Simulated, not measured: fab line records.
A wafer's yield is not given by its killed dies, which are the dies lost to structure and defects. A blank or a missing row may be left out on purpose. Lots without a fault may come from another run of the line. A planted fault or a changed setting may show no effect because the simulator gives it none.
Problem report, 8D (eight disciplines) form, completed by code + flow sky130 + the parts of the form that need people (team, actions taken, sign-off) are left out

== 1. THE ISSUE ==
spin-speed-rpm at SKY_LOCAL_INTERCONNECT_COAT_05 reads a mean of 3075.3 rpm on 9 wafers of 3 lots; wafers without a fault read 2999.9 rpm with a standard deviation of 1.9. That puts it +40 standard deviations away from the usual mean.
The step: resist thk 60 nm.
Earliest sighting: wafer L733.1 on litho-track-01 at day 32 19:39. The record has a number at this step for 21 wafers belonging to 7 lots. Rule for "out" (also "out of limits"): further than 4 standard deviations from the usual mean. Any other wafer with a number is counted as sound.

== 2. WHAT IT IS AND WHAT IT IS NOT ==
| question                    | is                     | is not                                                                         |
|-----------------------------|------------------------|--------------------------------------------------------------------------------|
| which readings at this step | spin-speed-rpm         | -                                                                              |
| which lots                  | L733, L734, L736       | L726, L739, L742, L747                                                         |
| which wafers of those lots  | all that have a number | -                                                                              |
| read on which tools         | litho-track-01         | litho-track-02, litho-track-04                                                 |
| when                        | from day 32 19:39      | up to then (3 sound wafers); but 9 sound wafers of L739, L742, L747 came after |

== 3. THE SUSPECTS, EACH WITH WHAT RULES IT OUT ==
Counting: any tool at a process step up to the reading is kept as a suspect provided that every lot that is out went through it and no sound lot did after the first of them.
- cvd-w-01 at SKY_LI_CONTACT_CVD_21 (deposits W, target thk 400 nm, time 120.56 s): ruled out as a lasting fault. The sound lots L739 went through it after L733, its earliest lot that is out (day 32 05:09).
- litho-track-01 at SKY_LOCAL_INTERCONNECT_COAT_05 (resist thk 60 nm): ruled out as a lasting fault. The sound lots L747 went through it after L733, its earliest lot that is out (day 32 19:39).
Left after counting: nothing in the record.

== 4. THE CAUSE (what the simulator had put in) ==
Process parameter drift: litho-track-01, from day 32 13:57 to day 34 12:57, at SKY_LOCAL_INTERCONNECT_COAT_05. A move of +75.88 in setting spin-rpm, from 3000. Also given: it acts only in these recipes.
Counting ruled it out, wrongly.

== 5. THE EFFECT CHAIN, in route order ==
Each row: a reading whose mean over the struck wafers that have a number lies more than 3 standard deviations from the usual. Only readings for which the record gives a usual standard deviation are gone through. hours: the time from each lot's start at the first step in this table that gives one to its start at this step, as a median over the lots. sigmas: the change in usual standard deviations.
| hours | step                           | reading        | usual      | on struck wafers | change | sigmas |
|-------|--------------------------------|----------------|------------|------------------|--------|--------|
| 0     | SKY_LOCAL_INTERCONNECT_COAT_05 | spin-speed-rpm | 2999.9 rpm | 3075.3           | +75.4  | +40    |
The process steps in it:
- SKY_LOCAL_INTERCONNECT_COAT_05: resist thk 60 nm.
Later measuring or inspecting steps at which every struck wafer that the step has a row for has a number for every such reading, and none has moved that far: SKY_LOCAL_INTERCONNECT_CD_MEAS_11, SKY_LOCAL_INTERCONNECT_OVL_MEAS_12.

== 6. HOW IT WOULD HAVE BEEN CAUGHT EARLIER ==
6 hours passed between the start of the fault at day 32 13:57 and the first reading out of limits in this record, taken at day 32 19:39.
